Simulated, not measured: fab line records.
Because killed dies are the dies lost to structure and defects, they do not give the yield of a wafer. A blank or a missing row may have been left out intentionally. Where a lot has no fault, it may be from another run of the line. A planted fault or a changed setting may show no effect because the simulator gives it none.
Chamber matching :: flow sky130 :: SKY_SPACER_ETCHBACK_02 on rieDiel-04 has 4 sister chambers
The step etches Si3N4 in CH3F/O2, stops on SiO2, time 46.7 s, target depth 45 nm. 8 wafers are shown with their chamber, then 11 later ones without.

== WAFERS, EACH WITH ITS CHAMBER ==
wafer: L078.2
chamber: 0
drypumpMotorCurrentA (A): 5.4
throttleValvePct (%): 10.560

wafer: L082.6
chamber: 0
drypumpMotorCurrentA (A): 5.4
throttleValvePct (%): 10.549

wafer: L084.4
chamber: 1
drypumpMotorCurrentA (A): 6.4
throttleValvePct (%): 10.574

wafer: L085.1
chamber: 1
drypumpMotorCurrentA (A): 6.3
throttleValvePct (%): 10.573

wafer: L085.6
chamber: 2
drypumpMotorCurrentA (A): 6.2
throttleValvePct (%): 10.590

wafer: L086.4
chamber: 2
drypumpMotorCurrentA (A): 6.3
throttleValvePct (%): 10.566

wafer: L086.5
chamber: 3
drypumpMotorCurrentA (A): 6.1
throttleValvePct (%): 10.550

wafer: L089.1
chamber: 3
drypumpMotorCurrentA (A): 6.1
throttleValvePct (%): 10.556

== WAFERS WITHOUT THEIR CHAMBER ==
wafer: L089.2
drypumpMotorCurrentA (A): 6.4
throttleValvePct (%): 10.572

wafer: L089.6
drypumpMotorCurrentA (A): 5.4
throttleValvePct (%): 10.555

wafer: L091.2
drypumpMotorCurrentA (A): 6.3
throttleValvePct (%): 10.556

wafer: L091.4
drypumpMotorCurrentA (A): 5.5
throttleValvePct (%): 10.562

wafer: L091.6
drypumpMotorCurrentA (A): 6.3
throttleValvePct (%): 10.570

wafer: L094.2
drypumpMotorCurrentA (A): 6.3
throttleValvePct (%): 10.558

wafer: L094.4
drypumpMotorCurrentA (A): 6.3
throttleValvePct (%): 10.555

wafer: L094.6
drypumpMotorCurrentA (A): 6.3
throttleValvePct (%): 10.565

wafer: L097.1
drypumpMotorCurrentA (A): 5.5
throttleValvePct (%): 10.571

wafer: L097.2
drypumpMotorCurrentA (A): 6.4
throttleValvePct (%): 10.574

wafer: L097.6
drypumpMotorCurrentA (A): 5.4
throttleValvePct (%): 10.570

== WHICH CHAMBER EACH ONE RAN IN ==
wafer: L089.2
from the rows above: 1
in truth: 1

wafer: L089.6
from the rows above: 0
in truth: 0

wafer: L091.2
from the rows above: can't be placed: 1 or 2 or 3
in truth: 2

wafer: L091.4
from the rows above: 0
in truth: 0

wafer: L091.6
from the rows above: can't be placed: 1 or 2
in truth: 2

wafer: L094.2
from the rows above: can't be placed: 1 or 2
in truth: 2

wafer: L094.4
from the rows above: can't be placed: 1 or 2 or 3
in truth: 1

wafer: L094.6
from the rows above: can't be placed: 1 or 2
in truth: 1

wafer: L097.1
from the rows above: 0
in truth: 0

wafer: L097.2
from the rows above: 1
in truth: 1

wafer: L097.6
from the rows above: 0
in truth: 0
6 of 11 placed correctly. Cannot be placed on the basis of these rows: 5; the candidates contain the true chamber in 5. Placed wrongly: 0.
How it was worked out, from the rows above alone: a wafer's distance from a chamber is the root of the sum, over the readings, of the square of ((its reading less the chamber's mean) divided by the reading's scatter). The wafer belongs to the nearest chamber; if the next one is less than 2 further off, it can't be placed. The mean given for a chamber averages the wafers shown for that chamber. The scatter: take each reading less its chamber's mean, square it, sum over the shown wafers, divide by the number of wafers less the number of chambers, and take the root.
